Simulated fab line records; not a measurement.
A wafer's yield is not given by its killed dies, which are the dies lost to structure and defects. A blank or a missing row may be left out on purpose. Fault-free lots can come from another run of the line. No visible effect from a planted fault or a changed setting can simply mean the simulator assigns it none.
Matching of chambers    flow sky130    3 sister chambers for SKY_CONTACT_CVD_00 on pecvd-02
The step deposits Si3N4, target thk 75 nm. 3 wafers are shown with their chamber, then 7 later ones without.

## WAFERS WITH THEIR CHAMBER
wafer   chamber  heater-power-w (W)
L087.1  1        590
L087.2  2        841
L089.4  0        738

## WAFERS WITHOUT THEIR CHAMBER
wafer   heater-power-w (W)
L089.5  781
L096.3  620
L096.4  839
L096.5  627
L097.2  709
L097.3  794
L097.6  817

## THE CHAMBER EACH PASSED THROUGH
wafer    from the rows above       in truth
L089.5   can't be placed: 0 or 2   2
L096.3   1                         1
L096.4   2                         2
L096.5   1                         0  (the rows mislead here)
L097.2   0                         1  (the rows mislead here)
L097.3   can't be placed: 2 or 0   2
L097.6   can't be placed: 2 or 0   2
Placed correctly: 2 of 7. These rows do not allow placing 3 (true chamber among the candidates in 3). Wrongly placed: 2.
How it was worked out, from the rows above alone: a wafer's distance from a chamber is the root of the sum, over the readings, of the square of ((its reading less the chamber's mean) divided by the reading's scatter). If the next closest chamber is less than 2 further off than the closest, the wafer can't be placed; otherwise it belongs to the closest. For every chamber, the mean is computed from those of its wafers that are shown. The scatter: with one shown wafer a chamber, the root of the mean of the squares of how far each hidden wafer lies from its nearest shown one.
